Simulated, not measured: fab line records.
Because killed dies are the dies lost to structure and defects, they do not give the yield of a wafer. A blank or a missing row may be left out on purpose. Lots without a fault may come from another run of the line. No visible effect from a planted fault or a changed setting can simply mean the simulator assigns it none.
Chamber matching -- flow sky130 -- rie_diel-04 running SKY_POLY_GATE_ETCH_16: 4 sister chambers
The step etches Si3N4 in CH3F/O2, stops on poly-Si, time 147.5 s, target depth 75 nm. 14 wafers are shown with their chamber, then 7 later ones without.

EACH WAFER AND ITS CHAMBER
wafer,chamber,drypump_motor_current_A (A),throttle_valve_pct (%),oes_product_au (a.u.)
L523.2,1,5.5,10.527,0.641
L523.3,2,5.5,10.534,0.647
L523.4,0,6.2,10.543,0.639
L528.2,0,6.3,10.533,0.640
L528.3,3,6.3,10.539,0.643
L528.6,1,5.5,10.533,0.640
L530.2,1,5.5,10.529,0.638
L530.3,0,6.2,10.535,0.638
L530.6,0,6.3,10.529,0.638
L535.2,2,5.5,10.529,0.638
L535.3,0,6.2,10.538,0.640
L535.5,1,5.5,10.525,0.642
L537.1,1,5.5,10.533,0.634
L537.2,3,6.3,10.546,0.634

SIGNATURES (averages over the wafers above)
reading,chamber 0,chamber 1,chamber 2,chamber 3,scatter within a chamber
drypump_motor_current_A,6.240,5.500,5.500,6.300,0.0346
throttle_valve_pct,10.53560,10.52940,10.53150,10.54250,0.00447
oes_product_au,0.63900,0.63900,0.64250,0.63850,0.00354
Rule: for a wafer and a chamber, the distance is found by dividing, reading by reading, the gap between the wafer's reading and the chamber's mean by the reading's scatter, squaring, summing and taking the root. The wafer belongs to the nearest chamber; if the next one is less than 2 further off, it can't be placed. The scatter: take each reading less its chamber's mean, square it, sum over the shown wafers, divide by the number of wafers less the number of chambers, and take the root.

WAFERS MISSING THEIR CHAMBER
wafer,drypump_motor_current_A (A),throttle_valve_pct (%),oes_product_au (a.u.)
L537.4,6.3,10.524,0.644
L538.1,6.3,10.538,0.640
L538.2,5.5,10.542,0.635
L538.6,5.5,10.528,0.639
L541.1,5.5,10.532,0.636
L541.2,5.5,10.537,0.645
L541.5,5.5,10.534,0.636

WHICH CHAMBER EACH ONE RAN IN
wafer,from the rows above,in truth
L537.4,can't be placed: 0 or 3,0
L538.1,can't be placed: 3 or 0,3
L538.2,can't be placed: 1 or 2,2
L538.6,can't be placed: 1 or 2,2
L541.1,can't be placed: 1 or 2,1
L541.2,can't be placed: 2 or 1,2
L541.5,can't be placed: 1 or 2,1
Correct placement for 0 of the 7. Can't be placed from these rows: 7 (the true chamber is among the candidates in 7). 0 placed wrongly.
